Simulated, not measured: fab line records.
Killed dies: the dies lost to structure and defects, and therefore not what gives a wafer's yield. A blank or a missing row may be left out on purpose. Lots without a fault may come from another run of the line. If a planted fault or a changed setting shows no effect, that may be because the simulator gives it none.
2 desks, one fault / flow sky130 / what lay behind the numbers comes last; until then each desk has only its own

== FOR THE TOOL OWNER'S DESK: cvd w-01 ==
The tool's own readings at SKY_VIA1_CVD_21 (deposits W, target thk 270 nm, time 80.902 s): means of the sampled wafers that have a number, for each lot that ran on this tool. If a lot's mean is further than 4 standard deviations from the usual mean, the lot is out of limits and carries the mark OUT (the distance appears in the brackets).
Columns: A = chamber pressure Torr at SKY_VIA1_CVD_21, usual 39.98 Torr; B = heater power w at SKY_VIA1_CVD_21, usual 871 W
lot=L920; first seen here=day 34 08:26; A=40.06; B=870
lot=L925; first seen here=day 35 21:22; A=39.92; B=879
lot=L926; first seen here=day 36 06:16; A=39.91; B=811
lot=L932; first seen here=day 38 05:59; A=41.61 (+17) OUT; B=856
lot=L933; first seen here=day 38 14:10; A=40.76 (+8.2) OUT; B=818
Finding of this desk: L932, L933 out of limits; the first was L932 at day 38 05:59, on chamber pressure Torr at SKY_VIA1_CVD_21. In limits: L920, L925, L926.

== METROLOGY DESK ==
What the gauges read, lot by lot, whatever tool the lot ran on: means of the sampled wafers that have a number. If a lot's mean is further than 4 standard deviations from the usual mean, the lot is out of limits and carries the mark OUT (the distance appears in the brackets).
Columns: A = METAL1_ALCU_THK at SKY_METAL1_THK_MEAS_06, usual 252 nm
lot=L920; first seen here=day 32 00:22; A=249
lot=L921; first seen here=day 32 11:53; A=250
lot=L923; first seen here=day 33 01:09; A=248
lot=L924; first seen here=day 33 06:43; A=252
lot=L925; first seen here=day 33 14:50; A=256
lot=L926; first seen here=day 33 23:48; A=252
lot=L929; first seen here=day 35 07:23; A=252
lot=L932; first seen here=day 35 23:43; A=252
lot=L933; first seen here=day 36 08:25; A=249
lot=L936; first seen here=day 37 08:07; A=260
lot=L937; first seen here=day 37 17:31; A=253
lot=L940; first seen here=day 38 10:05; A=255
This desk found nothing out of limits on any of the 12 lots.

== ALL TOGETHER ==
On L932, L933, at day 38 05:59, an alarm was possible from the tool owner's desk.
At the metrology desk, nothing out of limits was observed.
The metrology desk has L932, L933 on record, within its limits.
On cvd w-01, each named lot ran SKY_VIA1_CVD_21.

== WHAT HAD BEEN PUT IN BY THE SIMULATOR ==
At SKY_VIA1_CVD_21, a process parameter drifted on cvd w-01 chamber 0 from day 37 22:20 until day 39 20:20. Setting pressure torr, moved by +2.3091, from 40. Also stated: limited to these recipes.
Lots struck among those shown: L932, L933.
Each desk's first reading out of limits, in hours after the fault started: the tool owner's desk, 8.
